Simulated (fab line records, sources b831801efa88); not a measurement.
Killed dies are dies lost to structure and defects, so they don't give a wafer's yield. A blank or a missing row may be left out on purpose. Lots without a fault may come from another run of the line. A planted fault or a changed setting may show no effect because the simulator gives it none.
Chamber matching | flow gf180mcu | GF_V5_CVD_02 on pecvd-01: 3 sister chambers
The step deposits SiO2 from TEOS, target thk 1450 nm, time 163.28 s. 18 wafers are shown with their chamber, then 9 later ones without.

WAFERS WITH THEIR CHAMBER
wafer  | chamber | heater_power_w (W) | rf_fwd_power_W (W)
L074.1 | 1       | 678                | 596.0
L074.3 | 0       | 767                | 599.3
L074.4 | 1       | 726                | 599.4
L078.2 | 2       | 619                | 601.2
L078.3 | 0       | 734                | 596.5
L078.5 | 2       | 689                | 601.6
L081.2 | 2       | 717                | 597.0
L081.4 | 2       | 573                | 599.6
L081.6 | 0       | 749                | 593.3
L082.2 | 0       | 707                | 596.8
L082.3 | 2       | 694                | 598.1
L082.6 | 0       | 772                | 596.9
L085.1 | 1       | 719                | 600.7
L085.5 | 2       | 590                | 595.5
L085.6 | 0       | 731                | 595.5
L086.2 | 0       | 756                | 597.0
L086.4 | 0       | 611                | 596.5
L086.5 | 2       | 580                | 599.4

SIGNATURES (means of the wafers above)
reading        | chamber 0 | chamber 1 | chamber 2 | scatter within a chamber
heater_power_w | 728.38    | 707.67    | 637.43    | 53.2
rf_fwd_power_W | 596.475   | 598.700   | 598.914   | 2.01
Rule: a wafer's distance from a chamber is the root of the sum, over the readings, of the square of ((its reading less the chamber's mean) divided by the reading's scatter). The wafer belongs to the nearest chamber; if the next one is less than 2 further off, it can't be placed. The scatter: the root of (the sum of the squares of (reading less its chamber's mean) over the shown wafers, divided by (wafers less chambers)).

WAFERS WITHOUT THEIR CHAMBER
wafer  | heater_power_w (W) | rf_fwd_power_W (W)
L087.2 | 736                | 598.3
L087.3 | 666                | 599.9
L087.5 | 562                | 599.6
L092.1 | 685                | 596.3
L092.2 | 734                | 601.9
L092.4 | 728                | 598.5
L096.1 | 716                | 599.8
L096.2 | 687                | 599.9
L096.6 | 732                | 599.2

WHICH CHAMBER EACH WENT THROUGH
wafer  | from the rows above          | in truth
L087.2 | can't be placed: 1 or 0 or 2 | 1
L087.3 | can't be placed: 2 or 1 or 0 | 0
L087.5 | can't be placed: 2 or 1      | 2
L092.1 | can't be placed: 0 or 1 or 2 | 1
L092.2 | can't be placed: 1 or 2 or 0 | 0
L092.4 | can't be placed: 1 or 0 or 2 | 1
L096.1 | can't be placed: 1 or 2 or 0 | 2
L096.2 | can't be placed: 1 or 2 or 0 | 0
L096.6 | can't be placed: 1 or 0 or 2 | 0
Placed correctly: 0 of 9. Can't be placed from these rows: 9 (the true chamber is among the candidates in 9). Placed wrongly: 0.
